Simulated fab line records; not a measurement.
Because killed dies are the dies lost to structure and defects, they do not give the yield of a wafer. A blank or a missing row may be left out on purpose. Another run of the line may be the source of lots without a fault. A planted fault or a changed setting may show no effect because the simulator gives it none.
Which of the tools did it? :: flow gf180mcu :: 6 lots with 18 wafers sampled at 4 steps, on a route of 602 steps

WHAT THE GAUGES READ, wafer by wafer
GF_PSD_RS_MEAS_14: uses a four-point probe to measure.
lot: L304
measured: day 14 15:44
on: film-metro-04
NSD_RS (ohm/sq): 46.20 46.28 46.15

lot: L307
measured: day 15 17:43
on: film-metro-01
NSD_RS (ohm/sq): 46.35 46.21 46.32

lot: L309
measured: day 16 10:10
on: film-metro-02
NSD_RS (ohm/sq): 46.16 46.12 46.28

lot: L314
measured: day 18 01:28
on: film-metro-01
NSD_RS (ohm/sq): 46.21 46.11 46.04

lot: L317
measured: day 19 08:22
on: film-metro-04
NSD_RS (ohm/sq): 46.19 46.19 46.15

lot: L323
measured: day 21 07:58
on: film-metro-02
NSD_RS (ohm/sq): 46.30 44.63 46.31

WHAT TOOL EACH LOT RAN ON (gives the tool, then ch and the chambers of the sampled wafers, and finally the start)
lot: L304
GF_HV_LDD_RTA_52: rtp-anneal-02 ch 0, day 12 18:26
GF_NSD_IMPLANT_09: implanter-01 ch 0, day 13 17:23
GF_NSD_STRIP_11: plasma-asher-04 ch 0, day 13 17:40

lot: L307
GF_HV_LDD_RTA_52: rtp-anneal-01 ch 0, day 13 18:22
GF_NSD_IMPLANT_09: implanter-04 ch 0, day 14 19:40
GF_NSD_STRIP_11: plasma-asher-04 ch 0,1, day 14 19:58

lot: L309
GF_HV_LDD_RTA_52: rtp-anneal-01 ch 0, day 14 11:49
GF_NSD_IMPLANT_09: implanter-04 ch 0, day 15 11:56
GF_NSD_STRIP_11: plasma-asher-02 ch 0,1, day 15 12:11

lot: L314
GF_HV_LDD_RTA_52: rtp-anneal-01 ch 0, day 16 01:39
GF_NSD_IMPLANT_09: implanter-02 ch 0, day 17 02:01
GF_NSD_STRIP_11: plasma-asher-02 ch 0,1, day 17 02:18

lot: L317
GF_HV_LDD_RTA_52: rtp-anneal-01 ch 0, day 17 05:01
GF_NSD_IMPLANT_09: implanter-02 ch 0, day 18 07:19
GF_NSD_STRIP_11: plasma-asher-02 ch 0,1, day 18 07:37

lot: L323
GF_HV_LDD_RTA_52: rtp-anneal-01 ch 0, day 19 04:02
GF_NSD_IMPLANT_09: implanter-02 ch 0, day 20 07:05
GF_NSD_STRIP_11: plasma-asher-04 ch 0,1, day 20 07:22
- GF_HV_LDD_RTA_52: time 10 s.
- GF_NSD_IMPLANT_09
- GF_NSD_STRIP_11: strips in O2/N2.

THE ANSWER, worked out from the rows above alone
Rule: usual is defined by the lots themselves. Put in order of their means at a reading, lots are off if they are a third of the lots or fewer, leave a main group of 4 or more, and stand apart from it by a gap of 3 or more times the standard deviation of the main group's means; of several such gaps the widest counts. Not used: any main group whose means are identical at the precision the tables above print for the reading. A lot without any number at a reading at which 4 lots or more have one is off too. All remaining lots with rows at the step are treated as sound.
Off: at GF_PSD_RS_MEAS_14 (NSD_RS), L323. The main group: mean 46.20 ohm/sq, standard deviation 0.056.
If a tool, at a process step before that reading, ran all the lots that are off and no sound lot after the first of them, it fits. The gauges at GF_PSD_RS_MEAS_14 are tried like those tools. Can't be told from this: 4 tools fit, rtp-anneal-01 at GF_HV_LDD_RTA_52, implanter-02 at GF_NSD_IMPLANT_09, plasma-asher-04 at GF_NSD_STRIP_11, film-metro-02 at GF_PSD_RS_MEAS_14.

WHAT HAD BEEN PUT IN BY THE SIMULATOR
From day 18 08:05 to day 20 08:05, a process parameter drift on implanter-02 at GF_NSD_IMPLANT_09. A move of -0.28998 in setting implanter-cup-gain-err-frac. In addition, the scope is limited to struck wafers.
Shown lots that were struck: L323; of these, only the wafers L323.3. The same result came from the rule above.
